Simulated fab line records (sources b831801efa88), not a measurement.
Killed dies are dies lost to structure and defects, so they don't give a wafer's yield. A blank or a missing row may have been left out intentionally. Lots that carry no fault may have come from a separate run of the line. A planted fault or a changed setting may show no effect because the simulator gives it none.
Struck lot and sound lot, side by side :: flow sky130 :: 17 steps out of a route of 708
Sound: the wafers L576.4, L576.5, L576.6. Wafers struck: L583.2, L583.3, L583.5. At the end, the cause is stated.
At each step with rows: each side's tool, then ch and its chambers, then its first start. Under that, the readings that differ: sound wafers :: struck wafers :: difference of the means :: sigmas: that difference in standard deviations of wafers without a fault.
alike: words and numbers the same on both sides, and readings whose means are apart by under 2 such deviations; not compared: readings that were withheld, readings missing a value for some wafer, numbers with overlapping values and no deviation given by the record, and bounds like >300 which may hide the same value.
A row with sigmas, a row that says differs or no value, or rows on one side alone: a step with any of these is where the two part. Non-overlapping numbers with no deviation appear without sigmas and do not part them. Lack of a reading on every wafer of one side parts them only where that side has two or more wafers.

first, 1 step without rows for these wafers: SKY_VT_ADJUST_LVTN_IMPLANT_19.
SKY_VT_ADJUST_LVTN_STRIP_20: strips in O2/N2.
  sound on plasmaAsher-03 ch 0,1, day 8 12:23; struck on plasmaAsher-02 ch 0,1, day 10 12:13
  alike: drypumpMotorCurrentA, oesProductAu, stripTimeToEndpointS
  not compared: rfHoursCounterH
SKY_VT_ADJUST_LVTN_TW_MEAS_21:
  sound on filmMetro-04, day 8 12:29; struck on filmMetro-01, day 10 12:20
reading: VT_ADJUST_LVTN_2_TW
sound: 187.7 186.1 186.4
struck: 191.7 192.8 192.4
difference: +5.6
sigmas: +2
then, 7 steps without rows for these wafers: SKY_VT_ADJUST_NCORE_DEHYDRATE_00 (time 60 s); SKY_VT_ADJUST_NCORE_HMDS_01 (prime time 60 s); SKY_VT_ADJUST_NCORE_COAT_02 (resist thk 1140 nm); SKY_VT_ADJUST_NCORE_SOFTBAKE_03 (time 60 s); SKY_VT_ADJUST_NCORE_EXPOSE_04 (exposes mask LVTN COMPLEMENT THIN, target cd 380 nm); SKY_VT_ADJUST_NCORE_PEB_05; SKY_VT_ADJUST_NCORE_DEVELOP_06 (develop time 60 s).
SKY_VT_ADJUST_NCORE_CD_MEAS_07 targets a cd of 380 nm.
  sound on cdSem-02, day 9 09:53; struck on cdSem-01, day 11 10:59
  alike: cdNm
SKY_VT_ADJUST_NCORE_OVL_MEAS_08:
  sound on overlay-01, day 9 09:57; struck on overlay-01, day 11 11:06
reading: VT_ADJUST_NCORE_OVL (nm)
sound: 0.8 -0.6 -0.2
struck: -2.1 -3.9 -3.6
difference: -3.2
sigmas: -2
SKY_VT_ADJUST_NCORE_IMPLANT_09:
  sound on implanter-01 ch 0, day 9 10:03; struck on implanter-03 ch 0, day 11 11:09
reading: beamOnS (s)
sound: 9.91 10.21 10.14
struck: 12.18 12.14 12.26
difference: +2.11
sigmas: +11

reading: endStationPressureTorr (Torr)
sound: 4.77e-06 5e-06 4.8e-06
struck: 0.00010593 9.966e-05 0.00010127
difference: +0.00009743
sigmas: +99 or more

reading: faradayCurrentUA
sound: 13.65 13.34 13.31
struck: 11.26 11.28 11.12
difference: -2.21
sigmas: -8
SKY_VT_ADJUST_NCORE_STRIP_10: strips in O2/N2.
  sound on plasmaAsher-04 ch 0,1, day 9 10:10; struck on plasmaAsher-04 ch 0,1, day 11 11:17
  alike: drypumpMotorCurrentA, oesProductAu, stripTimeToEndpointS
  not compared: rfHoursCounterH
SKY_VT_ADJUST_NCORE_TW_MEAS_11:
  sound on filmMetro-02, day 9 10:15; struck on filmMetro-03, day 11 11:23
reading: VT_ADJUST_NCORE_TW
sound: 218.7 220.1 220.3
struck: 230.6 230.5 230.5
difference: +10.8
sigmas: +9
then, 1 step without rows for these wafers: SKY_VT_ADJUST_HVTR_DEHYDRATE_00 (time 60 s).
-- a jump in the record: the struck wafers' starts before and after are 37 days apart (it breaks off in module VT_ADJUST_HVTR and resumes in module PAD_OPEN, where the first step shown is number 708 of the route) --
SKY_PAD_OPEN_PROBE_99:
  sound on prober-01, day 46 15:17; struck on prober-01, day 48 09:14
reading: model.etest.nfet_16v.rOnOhmUm
sound: 1.479e+04 1.464e+04 1.489e+04
struck: 1.589e+04 1.602e+04 1.586e+04
difference: +1.150e+03
sigmas: 

reading: model.etest.pfet_16v.rOnOhmUm
sound: 1.54e+04 1.571e+04 1.626e+04
struck: 1.455e+04 1.512e+04 1.521e+04
difference: -8.300e+02
sigmas: 

reading: model.etest.pfetG5v0d10v5.rOnOhmUm
sound: 4875 4933 4842
struck: 4612 4640 4625
difference: -258
sigmas: 

reading: model.etest.tipP.rsOhmSq
sound: 6913 6924 6916
struck: 6750 6760 6737
difference: -169
sigmas: 

reading: model.etest.nfetG5v0d10v5.rOnOhmUm
sound: 1910 1925 1943
struck: 2018 2027 2004
difference: +90
sigmas: 

reading: model.etest.resPwellUnderGate.rsOhmSq
sound: 2308 2314 2292
struck: 2221 2225 2210
difference: -86
sigmas: 

reading: model.etest.tip_n_5v.rsOhmSq
sound: 1372 1378 1379
struck: 1429 1425 1432
difference: +52
sigmas: 
  alike: killed_at_M0_to_M3, killed_at_M4_up, killedAtContacts, killedAtFrontEnd, killedAtOther, killedDies, killedOpen, killedShort
  not compared: model.etest.tip_p_5v.rsOhmSq

WHERE THEY PART
At SKY_VT_ADJUST_LVTN_TW_MEAS_21 first; at SKY_VT_ADJUST_NCORE_TW_MEAS_11 last (within this record only). Later steps at which nothing parts them and some readings are alike: SKY_PAD_OPEN_PROBE_99.

WHY: whatever the simulator had introduced
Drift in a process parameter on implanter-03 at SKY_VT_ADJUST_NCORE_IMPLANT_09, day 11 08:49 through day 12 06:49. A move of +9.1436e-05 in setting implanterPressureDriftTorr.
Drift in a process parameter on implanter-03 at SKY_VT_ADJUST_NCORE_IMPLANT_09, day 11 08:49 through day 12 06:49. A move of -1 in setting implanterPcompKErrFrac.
